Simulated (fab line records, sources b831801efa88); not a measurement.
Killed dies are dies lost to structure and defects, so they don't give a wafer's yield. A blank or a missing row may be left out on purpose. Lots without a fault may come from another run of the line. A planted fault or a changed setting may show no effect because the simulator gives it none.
Which tool did it? | flow sky130 | 24 lots, 72 wafers sampled, at 1 step of a route of 708

WHAT THE GAUGES READ, wafer by wafer
SKY_FIELD_ISO_THK_MEAS_23. Usual: FIELD_ISO_OXIDATION_01_THK 10.07 nm, standard deviation 0.16.
lot  | measured    | on            | FIELD_ISO_OXIDATION_01_THK (nm) | flag
L074 | day 2 07:35 | film_metro-02 | 10.32 10.27 10.32               |
L075 | day 2 12:00 | film_metro-03 | 10.10 10.04 10.15               |
L076 | day 2 17:14 | film_metro-04 | 9.79 9.77 9.99                  |
L077 | day 2 22:16 | film_metro-03 | 10.03 10.08 10.25               |
L078 | day 3 04:52 | film_metro-04 | 10.15 10.24 10.00               |
L079 | day 3 07:38 | film_metro-04 | 10.14 10.14 10.07               |
L080 | day 3 12:59 | film_metro-02 | 10.07 10.36 10.17               |
L081 | day 3 20:25 | film_metro-03 | 10.16 10.30 10.24               |
L082 | day 4 02:28 | film_metro-02 | 9.95 10.21 10.00                |
L083 | day 4 05:51 | film_metro-03 | 9.83 9.98 9.88                  |
L084 | day 4 10:29 | film_metro-02 | 10.02 9.92 10.03                |
L085 | day 4 18:15 | film_metro-04 | 10.23 10.27 10.08               |
L086 | day 4 23:22 | film_metro-04 | 10.19 10.32 10.47               |
L087 | day 5 03:08 | film_metro-04 | 10.18 10.05 9.97                |
L088 | day 5 07:34 | film_metro-04 | 9.99 10.08 10.01                |
L089 | day 5 13:49 | film_metro-02 | 9.86 9.79 9.84                  |
L091 | day 6 02:59 | film_metro-03 | 10.08 9.87 10.09                |
L090 | day 6 03:00 | film_metro-04 | 10.24 10.03 10.04               |
L092 | day 6 05:43 | film_metro-02 | 10.03 10.01 9.87                |
L093 | day 6 11:23 | film_metro-03 | 9.68 9.80 9.77                  |
L094 | day 6 15:39 | film_metro-04 | 9.92 10.21 10.23                |
L095 | day 7 01:04 | film_metro-04 | 10.19 10.24 10.20               |
L096 | day 7 01:04 | film_metro-02 | 10.11 10.23 10.04               |
L097 | day 7 12:40 | film_metro-03 | 9.93 9.96 10.00                 |

WHICH TOOL RAN EACH LOT (tool, then ch and the chambers of the sampled wafers, then the start)
The record holds no process step before these readings.

WHAT THE TOOLS THEMSELVES READ (means of the sampled wafers that have a number; where no wafer has one, the mark that the record gives instead)
The record holds no such reading with a usual standard deviation.

THE ANSWER, worked out from the rows above alone
Rule: a lot is off if the mean of its wafers that have a number lies more than 3 standard deviations from the usual mean. A lot without any number at a reading at which 4 lots or more have one is off too. The other lots that the step has rows for count as sound. The gauges are gone through in route order, then the tools' own readings, and for those a lot's mean is taken as printed above. The first step at which some lot is off is used, and at that step the reading that is off furthest; a lot without a number counts as furthest.
No lot is off at any reading shown: from this, nothing can be told.

WHAT THE SIMULATOR HAD PUT IN
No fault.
